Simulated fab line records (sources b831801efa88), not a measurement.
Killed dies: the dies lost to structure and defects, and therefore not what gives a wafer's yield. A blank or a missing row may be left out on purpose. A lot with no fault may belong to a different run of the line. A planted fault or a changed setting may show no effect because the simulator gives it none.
Which tool did it? :: flow gf180mcu :: Sampling: 14 lots, 42 wafers, 5 of 602 route steps

## WHAT THE GAUGES SHOWED, per wafer
GF_NWELL_OVL_MEAS_07. Usual: NWELL_OVL gives 1.7 nm (standard deviation 1.2).
lot: L671
measured: day 3 06:43
on: overlay-02
NWELL_OVL (nm): 0.7 1.0 2.4
flag: 

lot: L672
measured: day 3 13:04
on: overlay-02
NWELL_OVL (nm): 2.7 2.5 2.9
flag: 

lot: L673
measured: day 3 19:45
on: overlay-01
NWELL_OVL (nm): 1.6 3.4 2.4
flag: 

lot: L674
measured: day 3 22:57
on: overlay-01
NWELL_OVL (nm): 2.3 1.7 2.5
flag: 

lot: L675
measured: day 4 05:16
on: overlay-01
NWELL_OVL (nm): 1.6 1.5 2.6
flag: 

lot: L676
measured: day 4 13:40
on: overlay-01
NWELL_OVL (nm): 2.0 2.5 1.4
flag: 

lot: L677
measured: day 4 16:46
on: overlay-02
NWELL_OVL (nm): 3.1 1.5 1.9
flag: 

lot: L678
measured: day 4 22:40
on: overlay-02
NWELL_OVL (nm): -0.4 1.2 0.1
flag: 

lot: L679
measured: day 5 04:57
on: overlay-02
NWELL_OVL (nm): 2.5 0.6 3.0
flag: 

lot: L680
measured: day 5 10:40
on: overlay-02
NWELL_OVL (nm): 1.3 2.6 0.7
flag: 

lot: L681
measured: day 5 16:01
on: overlay-01
NWELL_OVL (nm): 1.9 0.4 -0.1
flag: 

lot: L682
measured: day 5 19:36
on: overlay-02
NWELL_OVL (nm): 0.6 0.7 0.8
flag: 

lot: L688
measured: day 7 04:55
on: overlay-01
NWELL_OVL (nm): 1.3 1.6 0.9
flag: 

lot: L693
measured: day 8 06:23
on: overlay-01
NWELL_OVL (nm): 2.6 2.6 3.4
flag: 

GF_VT_IMPLANT_RS_MEAS_47: uses a four-point probe to measure. Usual: NWELL_RS gives 487.7 ohm/sq (standard deviation 1.2).
lot: L671
measured: day 7 12:56
on: film_metro-03
NWELL_RS (ohm/sq): 488.3 489.2 487.4
flag: 

lot: L672
measured: day 7 20:08
on: film_metro-03
NWELL_RS (ohm/sq): 488.5 487.6 486.8
flag: 

lot: L673
measured: day 8 05:47
on: film_metro-01
NWELL_RS (ohm/sq): 488.6 488.0 489.6
flag: 

lot: L674
measured: day 8 09:31
on: film_metro-04
NWELL_RS (ohm/sq): 486.4 486.1 485.0
flag: 

lot: L675
measured: day 8 16:38
on: film_metro-01
NWELL_RS (ohm/sq): 490.1 488.8 489.2
flag: 

lot: L676
measured: day 9 02:11
on: film_metro-01
NWELL_RS (ohm/sq): 485.9 486.8 486.8
flag: 

lot: L677
measured: day 9 06:25
on: film_metro-04
NWELL_RS (ohm/sq): 487.2 487.6 488.3
flag: 

lot: L678
measured: day 9 12:48
on: film_metro-03
NWELL_RS (ohm/sq): 487.5 487.1 488.7
flag: 

lot: L679
measured: day 9 22:13
on: film_metro-03
NWELL_RS (ohm/sq): 489.1 487.4 487.9
flag: 

lot: L680
measured: day 10 03:13
on: film_metro-01
NWELL_RS (ohm/sq): 487.5 488.7 489.5
flag: 

lot: L681
measured: day 10 10:52
on: film_metro-01
NWELL_RS (ohm/sq): 488.3 488.1 487.0
flag: 

lot: L682
measured: day 10 16:04
on: film_metro-03
NWELL_RS (ohm/sq): 489.2 489.7 487.9
flag: 

lot: L688
measured: day 12 09:23
on: film_metro-01
NWELL_RS (ohm/sq): 488.8 487.3 488.1
flag: 

lot: L693
measured: day 13 17:07
on: film_metro-04
NWELL_RS (ohm/sq): 485.2 484.6 485.6
flag: 

GF_HV_LDD_TW_MEAS_50. Usual: HV_LDD_4_TW gives 569 (standard deviation 3.1).
lot: L671
measured: day 12 10:34
on: film_metro-01
HV_LDD_4_TW: 572 573 572
flag: 

lot: L672
measured: day 12 16:48
on: film_metro-01
HV_LDD_4_TW: 570 574 572
flag: 

lot: L673
measured: day 13 03:45
on: film_metro-01
HV_LDD_4_TW: 575 570 571
flag: 

lot: L674
measured: day 13 09:38
on: film_metro-04
HV_LDD_4_TW: 566 566 565
flag: 

lot: L675
measured: day 13 18:32
on: film_metro-03
HV_LDD_4_TW: 563 565 564
flag: 

lot: L676
measured: day 14 10:21
on: film_metro-01
HV_LDD_4_TW: 566 573 571
flag: 

lot: L677
measured: day 14 18:04
on: film_metro-04
HV_LDD_4_TW: 568 571 571
flag: 

lot: L678
measured: day 14 20:58
on: film_metro-04
HV_LDD_4_TW: 573 572 570
flag: 

lot: L679
measured: day 15 02:54
on: film_metro-03
HV_LDD_4_TW: 567 569 568
flag: 

lot: L680
measured: day 15 15:55
on: film_metro-01
HV_LDD_4_TW: 569 570 572
flag: 

lot: L681
measured: day 15 21:34
on: film_metro-01
HV_LDD_4_TW: 568 566 568
flag: 

lot: L682
measured: day 16 01:38
on: film_metro-01
HV_LDD_4_TW: 568 566 568
flag: 

lot: L688
measured: day 17 23:38
on: film_metro-04
HV_LDD_4_TW: 646 649 651
flag: OFF

lot: L693
measured: day 19 11:54
on: film_metro-03
HV_LDD_4_TW: 642 641 643
flag: OFF

GF_SAB_OVL_MEAS_10. Usual: SAB_OVL gives -0.4 nm (standard deviation 1.4).
lot: L671
measured: day 15 01:11
on: overlay-02
SAB_OVL (nm): -1.8 -1.0 -0.5
flag: 

lot: L672
measured: day 15 14:01
on: overlay-02
SAB_OVL (nm): -0.1 0.5 -0.2
flag: 

lot: L673
measured: day 15 23:07
on: overlay-02
SAB_OVL (nm): -1.7 -1.9 -1.8
flag: 

lot: L674
measured: day 16 03:40
on: overlay-01
SAB_OVL (nm): 0.9 1.7 2.6
flag: 

lot: L675
measured: day 16 15:13
on: overlay-01
SAB_OVL (nm): -0.7 -1.2 0.0
flag: 

lot: L676
measured: day 17 05:49
on: overlay-02
SAB_OVL (nm): 0.6 -0.1 -1.7
flag: 

lot: L677
measured: day 17 15:56
on: overlay-02
SAB_OVL (nm): -0.3 0.4 -0.6
flag: 

lot: L678
measured: day 17 19:28
on: overlay-02
SAB_OVL (nm): 0.6 1.3 2.1
flag: 

lot: L679
measured: day 18 00:49
on: overlay-02
SAB_OVL (nm): -0.6 1.4 -0.3
flag: 

lot: L680
measured: day 18 12:55
on: overlay-01
SAB_OVL (nm): -0.3 1.1 0.2
flag: 

lot: L681
measured: day 18 20:11
on: overlay-02
SAB_OVL (nm): 0.3 -1.2 -1.8
flag: 

lot: L682
measured: day 19 00:25
on: overlay-02
SAB_OVL (nm): -1.4 -2.7 -2.6
flag: 

lot: L688
measured: day 21 04:26
on: overlay-01
SAB_OVL (nm): -2.5 -1.9 -2.6
flag: 

lot: L693
measured: day 22 16:01
on: overlay-02
SAB_OVL (nm): 0.5 -0.8 -0.8
flag: 

## TOOL THAT RAN EACH LOT (tool first, then ch and the chambers of the sampled wafers, then the start)
lot: L671
GF_HV_LDD_IMPLANT_48: implanter-04 ch 0, day 12 10:20

lot: L672
GF_HV_LDD_IMPLANT_48: implanter-04 ch 0, day 12 16:34

lot: L673
GF_HV_LDD_IMPLANT_48: implanter-03 ch 0, day 13 03:31

lot: L674
GF_HV_LDD_IMPLANT_48: implanter-01 ch 0, day 13 09:23

lot: L675
GF_HV_LDD_IMPLANT_48: implanter-04 ch 0, day 13 18:20

lot: L676
GF_HV_LDD_IMPLANT_48: implanter-04 ch 0, day 14 10:07

lot: L677
GF_HV_LDD_IMPLANT_48: implanter-03 ch 0, day 14 17:51

lot: L678
GF_HV_LDD_IMPLANT_48: implanter-04 ch 0, day 14 20:45

lot: L679
GF_HV_LDD_IMPLANT_48: implanter-04 ch 0, day 15 02:39

lot: L680
GF_HV_LDD_IMPLANT_48: implanter-01 ch 0, day 15 15:42

lot: L681
GF_HV_LDD_IMPLANT_48: implanter-03 ch 0, day 15 21:21

lot: L682
GF_HV_LDD_IMPLANT_48: implanter-04 ch 0, day 16 01:23

lot: L688
GF_HV_LDD_IMPLANT_48: implanter-04 ch 0, day 17 23:22

lot: L693
GF_HV_LDD_IMPLANT_48: implanter-04 ch 0, day 19 11:39
- GF_HV_LDD_IMPLANT_48

## AS READ BY THE TOOLS THEMSELVES (means over the sampled wafers that have a number; for cases with no such wafer, the mark the record gives instead)
GF_HV_LDD_IMPLANT_48. Usual: beam_on_s 9.99 s, standard deviation 0.21; dose_ions_cm2 3.0001e+13, standard deviation 2.9e+10; faraday_current_uA 169, standard deviation 3.6.
lot: L671
tool: implanter-04
beam_on_s (s): 9.76
dose_ions_cm2: 3.0004e+13
faraday_current_uA: 173
flag: 

lot: L672
tool: implanter-04
beam_on_s (s): 9.94
dose_ions_cm2: 3.0018e+13
faraday_current_uA: 170
flag: 

lot: L673
tool: implanter-03
beam_on_s (s): 9.93
dose_ions_cm2: 2.9997e+13
faraday_current_uA: 170
flag: 

lot: L674
tool: implanter-01
beam_on_s (s): 9.95
dose_ions_cm2: 3.0037e+13
faraday_current_uA: 170
flag: 

lot: L675
tool: implanter-04
beam_on_s (s): 10.23
dose_ions_cm2: 2.9999e+13
faraday_current_uA: 166
flag: 

lot: L676
tool: implanter-04
beam_on_s (s): 10.08
dose_ions_cm2: 3.0013e+13
faraday_current_uA: 168
flag: 

lot: L677
tool: implanter-03
beam_on_s (s): 10.16
dose_ions_cm2: 2.9996e+13
faraday_current_uA: 167
flag: 

lot: L678
tool: implanter-04
beam_on_s (s): 10.20
dose_ions_cm2: 3.0000e+13
faraday_current_uA: 165
flag: 

lot: L679
tool: implanter-04
beam_on_s (s): 9.96
dose_ions_cm2: 2.9987e+13
faraday_current_uA: 170
flag: 

lot: L680
tool: implanter-01
beam_on_s (s): 9.99
dose_ions_cm2: 3.0041e+13
faraday_current_uA: 169
flag: 

lot: L681
tool: implanter-03
beam_on_s (s): 10.24
dose_ions_cm2: 2.9980e+13
faraday_current_uA: 165
flag: 

lot: L682
tool: implanter-04
beam_on_s (s): 9.89
dose_ions_cm2: 2.9978e+13
faraday_current_uA: 172
flag: 

lot: L688
tool: implanter-04
beam_on_s (s): 10.02
dose_ions_cm2: 4.5013e+13
faraday_current_uA: 253
flag: OFF

lot: L693
tool: implanter-04
beam_on_s (s): 9.93
dose_ions_cm2: 4.5031e+13
faraday_current_uA: 255
flag: OFF

## THE ANSWER, worked out from the rows above alone
Rule: a lot counts as off when the mean over its wafers that have a number is more than 3 standard deviations away from the usual mean. A lot without any number at a reading at which 4 lots or more have one is off too. All remaining lots with rows at the step are treated as sound. First the gauges in route order, then the tools' own readings, where a lot's mean is used as printed above. At the first step where some lot is off, the reading lying furthest off is the one used; lots without a number count as furthest.
Off: L688, L693, seen at GF_HV_LDD_TW_MEAS_50 (HV_LDD_4_TW).
If a tool, at a process step before that reading, ran all the lots that are off and no sound lot after the first of them, it fits. The gauges at GF_HV_LDD_TW_MEAS_50 aren't tried: what is off there is off at GF_HV_LDD_IMPLANT_48 too, on other tools, and a gauge's error can't cause that. One fits: GF_HV_LDD_IMPLANT_48 on implanter-04. A fault onset in the window from L682 (day 16 01:23, its last sound lot) to L688 (day 17 23:22, its first lot off) fits.
The tool's own readings at GF_HV_LDD_IMPLANT_48 bear it out: on the lots that are off they differ by more than 5 times the standard deviation of the sound lots' means. dose_ions_cm2 reads 4.5022e+13 there against 3.0004e+13 on the sound lots; faraday_current_uA reads 254 there against 169 on the sound lots.

## WHAT THE SIMULATOR PUT IN
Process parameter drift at GF_HV_LDD_IMPLANT_48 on implanter-04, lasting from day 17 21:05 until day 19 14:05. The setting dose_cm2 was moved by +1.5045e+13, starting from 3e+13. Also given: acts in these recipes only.
Struck lots among those shown: L688, L693. The rule above found the same.
